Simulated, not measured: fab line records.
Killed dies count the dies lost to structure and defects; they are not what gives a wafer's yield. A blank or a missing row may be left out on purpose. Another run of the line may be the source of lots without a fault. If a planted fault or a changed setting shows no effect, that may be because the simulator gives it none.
fab line records	flow sfq_line
record: lots: 6	wafers: 18	last_day: 92
route steps=325 shown L0@12 L0V@16
lots that met no fault: from a run of the same line without faults
start_h: start of the lot's first displayed wafer, in hours after the record's first day	wait_h: hours from the lot's prior step to this one	" repeats the value in the row above	L1.1+2: several wafers, shown together as one row	- value missing, or start not given	* or withheld: withheld	< > ~ a bound
route shown NAME@n: NAME is a module with steps in the file, n the number in the route of the first one	usual: average and standard deviation across the fault-free wafers	same: alike in all rows	chamber/n: place in a boat	sites: each site's reading	_std_site: their standard deviation	_edge_site: outer sites' mean less inner sites'	radius_mm: how far each site lies from the wafer's centre	mask NAME#n: copy n	behind: the tool/chamber that last shaped the wafer	hold: cause of the lot's hold/its duration in hours/its outcome	device: names the non-switching transistor (n, p or np)	end of line: tests of these same wafers at the route's end	a step with no rows: only its recipe	killed: not the wafer's yield, but the dies lost to structure and defects at the first sort	map: the dies of a wafer, with x for killed, . for not killed, _ for no die there
set.NAME: the setting that was run; set.NAME@STEP: the one run at that earlier step	model.NAME: the simulator's own value behind a step, which no gauge read
a table for each step, a row for each wafer; lots at some steps of the route
services: when a tool's chamber went out of use (start_h, in hours from the record's first day, below 0 if earlier), for how many hours, and the reason
== steps ==
step: SFQ_TRILAYER_L0_BARC_OPEN_METAL_ETCH_010
recipe: mask_material: PR	chemistry: O2	target_depth_nm: 125	target: BARC	icp_w: 600	bias_w: 80	pressure_mtorr: 10	time_s: 41.7
usual: drypump_motor_current_A: 5.9/0.33	oes_product_au: 0.685/0.0048
lot.wafer	tool	chamber	start_h	wait_h	drypump_motor_current_A	oes_product_au	rf_hours_counter_h
L160.2	rie_metal-04	1	113.38	0.1	6.2	0.687	61
L160.3	"	1	"	"	6.2	0.690	-
L160.6	"	0	"	"	5.7	0.691	-
L165.3	rie_metal-04	0	137.48	0.1	5.7	0.674	-
L165.5	"	1	"	"	6.3	0.690	-
L165.6	"	0	"	"	5.7	0.691	-
L169.1	rie_metal-04	0	168.57	0.1	5.7	0.682	129
L169.2	"	1	"	"	6.3	0.687	69
L169.3	"	1	"	"	6.3	0.683	-
L170.1	rie_metal-04	1	174.12	0.1	6.2	0.684	70
L170.5	"	0	"	"	5.7	0.690	-
L170.6	"	1	"	"	6.3	0.684	-
L171.1	rie_metal-01	0	180.12	0.1	5.7	0.684	6
L171.2	"	1	"	"	5.9	0.679	97
L171.3	"	0	"	"	5.7	0.687	-
L173.4	rie_metal-03	0	190.94	0.1	5.4	0.687	-
L173.5	"	1	"	"	6.3	0.682	-
L173.6	"	0	"	"	5.4	0.683	-
step: SFQ_TRILAYER_L0_ETCH_METAL_ETCH_008
recipe: target: MoNx_KI	stop_on: SiO2	mask_material: PR	chemistry: SF6/O2	target_depth_nm: 50	icp_w: 600	bias_w: 80	pressure_mtorr: 10	time_s: 25
usual: drypump_motor_current_A: 5.8/0.33	oes_product_au: 0.872/0.0061
lot.wafer	tool	chamber	start_h	wait_h	drypump_motor_current_A	oes_product_au	rf_hours_counter_h
L160.2	rie_metal-04	1	113.44	0.0	6.2	0.871	61
L160.3	"	1	"	"	6.2	0.876	-
L160.6	"	0	"	"	5.7	0.877	-
L165.3	rie_metal-04	0	137.54	0.0	5.6	0.874	-
L165.5	"	1	"	"	6.2	0.873	-
L165.6	"	0	"	"	5.6	0.872	-
L169.1	rie_metal-04	0	168.63	0.0	5.7	0.881	129
L169.2	"	1	"	"	6.2	0.877	69
L169.3	"	1	"	"	6.3	0.876	-
L170.1	rie_metal-04	1	174.18	0.0	6.3	0.872	70
L170.5	"	0	"	"	5.7	0.862	-
L170.6	"	1	"	"	6.3	0.873	-
L171.1	rie_metal-01	0	180.18	0.0	5.7	0.869	6
L171.2	"	1	"	"	6.0	0.880	97
L171.3	"	0	"	"	5.7	0.873	-
L173.4	rie_metal-03	0	191.00	0.0	5.4	0.874	-
L173.5	"	1	"	"	6.3	0.880	-
L173.6	"	0	"	"	5.5	0.878	-
step: SFQ_TRILAYER_L0_STRIP_STRIP_009
recipe: gas: O2	power_w: 200	platen_temp_c: 40	overash_fraction: 0.65	chemistry: O2	pressure_mtorr: 50
usual: drypump_motor_current_A: 5.8/0.33	oes_product_au: 0.997/0.0082
lot.wafer	tool	chamber	start_h	wait_h	drypump_motor_current_A	oes_product_au	rf_hours_counter_h
L160.2	rie_metal-04	1	113.48	0.0	6.2	0.998	61
L160.3	"	1	"	"	6.3	1.005	-
L160.6	"	0	"	"	5.7	0.983	-
L165.3	rie_metal-04	0	137.77	0.2	5.7	0.997	-
L165.5	"	1	"	"	6.2	1.013	-
L165.6	"	0	"	"	5.7	0.986	-
L169.1	rie_metal-04	0	168.68	0.0	5.7	0.999	129
L169.2	"	1	"	"	6.3	1.009	69
L169.3	"	1	"	"	6.2	1.009	-
L170.1	rie_metal-04	1	174.23	0.0	6.2	1.001	70
L170.5	"	0	"	"	5.7	0.995	-
L170.6	"	1	"	"	6.3	1.000	-
L171.1	rie_metal-01	0	180.23	0.0	5.8	0.991	7
L171.2	"	1	"	"	5.9	1.005	97
L171.3	"	0	"	"	5.7	0.982	-
L173.4	rie_metal-03	0	191.23	0.2	5.4	1.008	-
L173.5	"	1	"	"	6.3	1.009	-
L173.6	"	0	"	"	5.5	1.003	-
step: SFQ_TRILAYER_L0_STRIP_SOLV_CLEAN_010
recipe: chemistry: NMP	temp_c: 70	time_s: 600
step: SFQ_TRILAYER_L0_CAP_PECVD_011
recipe: material: SiO2	temp_c: 150	time_s: 13.333	pressure_torr: 2.4	rf_w: 183.3	precursor: SiH4/N2O	target_thk_nm: 60
usual: heater_power_w: 88/11	throttle_valve_pct: 24.0/1.2
lot.wafer	tool	chamber	start_h	wait_h	heater_power_w	throttle_valve_pct
L160.2	pecvd-03	1	114.28	0.0	86	23.0
L160.3	"	0	"	"	99	24.8
L160.6	"	0	"	"	98	24.5
L165.3	pecvd-01	1	138.35	0.0	96	23.6
L165.5	"	1	"	"	97	23.8
L165.6	"	2	"	"	86	23.2
L169.1	pecvd-01	0	169.45	0.0	90	25.3
L169.2	"	1	"	"	98	23.9
L169.3	"	2	"	"	88	23.2
L170.1	pecvd-03	1	175.18	0.0	76	23.5
L170.5	"	2	"	"	88	23.0
L170.6	"	1	"	"	77	23.5
L171.1	pecvd-02	0	181.00	0.0	102	26.1
L171.2	"	1	"	"	58	27.1
L171.3	"	2	"	"	64	26.1
L173.4	pecvd-03	2	191.81	0.0	74	22.6
L173.5	"	0	"	"	104	24.6
L173.6	"	1	"	"	87	23.0
step: SFQ_TRILAYER_L0_VIA_LITHO_COAT_018
recipe: resist: BARC	spin_rpm: 3000	resist_thk_nm: 62
step: SFQ_TRILAYER_L0_VIA_LITHO_COAT_013
recipe: resist: KrF	spin_rpm: 3000	resist_thk_nm: 650
step: SFQ_TRILAYER_L0_VIA_LITHO_SOFTBAKE_017
recipe: temp_c: withheld	time_s: withheld	resist: KrF
step: SFQ_TRILAYER_L0_VIA_LITHO_EXPOSE_014
recipe: mask_id: L0V	na: 0.6	source_shape: conventional	sigma_outer: 0.65	target_cd_nm: 700	dose_mj: 21.3
step: SFQ_TRILAYER_L0_VIA_LITHO_PEB_016
recipe: peb_temp_c: 115	peb_time_s: 60	resist: KrF
step: SFQ_TRILAYER_L0_VIA_LITHO_DEVELOP_015
recipe: time_s: 60	resist: KrF
step: SFQ_L0V_OVL_MEAS_903
usual: L0V_OVL: 0/5.8
lot.wafer	tool	chamber	start_h	wait_h	L0V_OVL[nm]
L160.2	overlay-02	-	187.33	0.1	-13
L160.3	"	-	"	"	-7
L160.6	"	-	"	"	-12
L165.3	overlay-01	-	221.07	0.1	7
L165.5	"	-	"	"	4
L165.6	"	-	"	"	8
L169.1	overlay-02	-	254.66	0.1	-6
L169.2	"	-	"	"	-2
L169.3	"	-	"	"	0
L170.1	overlay-02	-	263.06	0.1	2
L170.5	"	-	"	"	-2
L170.6	"	-	"	"	1
L171.1	overlay-02	-	273.86	0.1	4
L171.2	"	-	"	"	5
L171.3	"	-	"	"	3
L173.4	overlay-02	-	289.12	0.1	0
L173.5	"	-	"	"	-9
L173.6	"	-	"	"	-8
step: SFQ_TRILAYER_L0_VIA_BARC_OPEN_VIA_ETCH_021
recipe: mask_material: PR	chemistry: O2	target_depth_nm: 125	target: BARC	source_w: 500	bias_w: 80	pressure_mtorr: 30	time_s: 41.7
usual: drypump_motor_current_A: 5.8/0.4	oes_product_au: 0.685/0.0046
lot.wafer	tool	chamber	start_h	wait_h	drypump_motor_current_A	oes_product_au	rf_hours_counter_h	model.KrF_of_TRILAYER_L0_VIA_LITHO_COAT_013.thk_nm
L160.2	rie_diel-04	3	187.36	0.0	6.4	0.685	99	575.5
L160.3	"	1	"	"	5.7	0.681	7	575.8
L160.6	"	2	"	"	5.3	0.687	-	576.9
L165.3	rie_diel-03	2	221.10	0.0	6.3	0.685	146	576.8
L165.5	"	1	"	"	5.7	0.687	-	578.2
L165.6	"	0	"	"	5.7	0.678	-	576.1
L169.1	rie_diel-04	1	254.70	0.0	5.7	0.678	8	572.1
L169.2	"	2	"	"	5.3	0.689	8	569.8
L169.3	"	0	"	"	5.8	0.679	20	550.4
L170.1	rie_diel-04	0	263.10	0.0	5.8	0.691	20	555.3
L170.5	"	3	"	"	6.3	0.686	-	577.4
L170.6	"	2	"	"	5.3	0.689	-	574.6
L171.1	rie_diel-02	2	273.90	0.0	5.6	0.686	44	572.4
L171.2	"	1	"	"	5.8	0.678	101	573.8
L171.3	"	0	"	"	6.2	0.690	97	574.8
L173.4	rie_diel-02	1	289.13	0.0	5.8	0.679	102	574.2
L173.5	"	2	"	"	5.6	0.685	-	574.7
L173.6	"	3	"	"	6.1	0.686	-	570.6
step: SFQ_TRILAYER_L0_VIA_ETCH_VIA_ETCH_016
recipe: target: SiO2	stop_on: MoNx_KI	mask_material: PR	chemistry: CHF3	target_depth_nm: 80	source_w: 500	bias_w: 80	pressure_mtorr: 30	time_s: withheld
usual: drypump_motor_current_A: 5.8/0.4	oes_product_au: 0.844/0.0072
lot.wafer	tool	chamber	start_h	wait_h	drypump_motor_current_A	oes_product_au	model.KrF_of_TRILAYER_L0_VIA_LITHO_COAT_013.thk_nm
L160.2	rie_diel-04	3	187.40	0.0	6.4	0.841	561.9
L160.3	"	1	"	"	5.7	0.844	562.1
L160.6	"	2	"	"	5.3	0.838	563.2
L165.3	rie_diel-03	2	221.14	0.0	6.2	0.848	562.8
L165.5	"	1	"	"	5.7	0.852	564.4
L165.6	"	0	"	"	5.7	0.844	562.1
L169.1	rie_diel-04	1	254.74	0.0	5.7	0.846	558.3
L169.2	"	2	"	"	5.3	0.840	556.1
L169.3	"	0	"	"	5.9	0.837	536.6
L170.1	rie_diel-04	0	263.14	0.0	5.8	0.831	541.6
L170.5	"	3	"	"	6.3	0.852	563.7
L170.6	"	2	"	"	5.3	0.840	560.8
L171.1	rie_diel-02	2	273.94	0.0	5.7	0.842	558.8
L171.2	"	1	"	"	5.8	0.842	559.8
L171.3	"	0	"	"	6.2	0.846	561.1
L173.4	rie_diel-02	1	289.17	0.0	5.8	0.844	560.2
L173.5	"	2	"	"	5.6	0.846	561.1
L173.6	"	3	"	"	6.2	0.849	556.5
step: SFQ_TRILAYER_L0_VIA_STRIP_STRIP_017
recipe: gas: O2	power_w: 200	platen_temp_c: 40	overash_fraction: 0.65	chemistry: O2	pressure_mtorr: 50
usual: drypump_motor_current_A: 6.0/0.31	oes_product_au: 0.998/0.0084
lot.wafer	tool	chamber	start_h	wait_h	drypump_motor_current_A	oes_product_au	rf_hours_counter_h
L160.2	rie_metal-04	1	187.44	-	6.2	1.001	73
L160.3	"	0	"	"	5.6	0.983	-
L160.6	"	0	"	"	5.7	0.993	-
L165.3	rie_metal-01	0	221.38	-	5.7	1.011	-
L165.5	"	1	"	"	5.9	0.997	-
L165.6	"	0	"	"	5.8	1.005	-
L169.1	rie_metal-01	0	254.78	-	5.8	0.996	18
L169.2	"	1	"	"	5.9	0.996	108
L169.3	"	1	"	"	5.9	1.003	-
L170.1	rie_metal-04	1	263.18	-	6.2	1.010	86
L170.5	"	0	"	"	5.6	0.991	-
L170.6	"	1	"	"	6.2	1.012	-
L171.1	rie_metal-01	1	273.98	-	6.0	0.997	111
L171.2	"	0	"	"	5.8	0.995	21
L171.3	"	1	"	"	6.0	0.996	-
L173.4	rie_metal-02	0	289.42	-	6.4	1.002	-
L173.5	"	0	"	"	6.4	0.999	-
L173.6	"	1	"	"	6.8	1.000	-
== services ==
tool	chamber	start_h	hours	kind
rie_metal-02	-	90.62	2.8	pm
pecvd-02	-	93.05	6.0	pm
rie_metal-01	0	119.28	-	clean
rie_metal-01	0	119.28	18.5	scheduled_down
rie_metal-01	0	119.28	18.5	vent_cycle
pecvd-01	0	125.05	16.3	repair
rie_diel-03	0	131.22	6.4	repair
rie_diel-02	1	141.00	9.1	repair
rie_diel-04	0	145.51	11.0	repair
pecvd-03	0	150.19	3.8	repair
pecvd-01	2	157.01	9.8	repair
rie_metal-03	-	162.70	1.4	pm
rie_metal-04	-	165.69	2.8	pm
pecvd-01	-	170.45	1.4	repair
rie_diel-03	3	192.32	-	clean
pecvd-02	-	194.25	14.0	pm
rie_diel-04	-	201.55	4.3	pm
pecvd-01	-	216.47	2.8	pm
pecvd-02	-	226.66	1.4	repair
rie_diel-04	0	236.49	2.2	repair
rie_diel-04	3	239.77	9.3	repair
rie_metal-03	1	247.40	6.9	repair
rie_diel-04	-	259.37	1.1	repair
pecvd-03	-	265.54	14.6	pm
== key ==
first_sign none at tools or gauges
model_effect: step: SFQ_TRILAYER_L0_VIA_BARC_OPEN_VIA_ETCH_021	value: KrF_of_TRILAYER_L0_VIA_LITHO_COAT_013.thk_nm	without: 573.7	struck: 552.9
model_effect: step: SFQ_TRILAYER_L0_VIA_ETCH_VIA_ETCH_016	value: KrF_of_TRILAYER_L0_VIA_LITHO_COAT_013.thk_nm	without: 560	struck: 539.1
met_at SFQ_TRILAYER_L0_VIA_BARC_OPEN_VIA_ETCH_021
struck_wafers L169.3,L170.1
fault: kind: process_parameter_drift	tool: rie_diel-04	chamber: 0	onset_h: 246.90	steps: SFQ_TRILAYER_L0_VIA_BARC_OPEN_VIA_ETCH_021	channel: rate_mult	offset: 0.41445	shape: step	end_h: 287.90
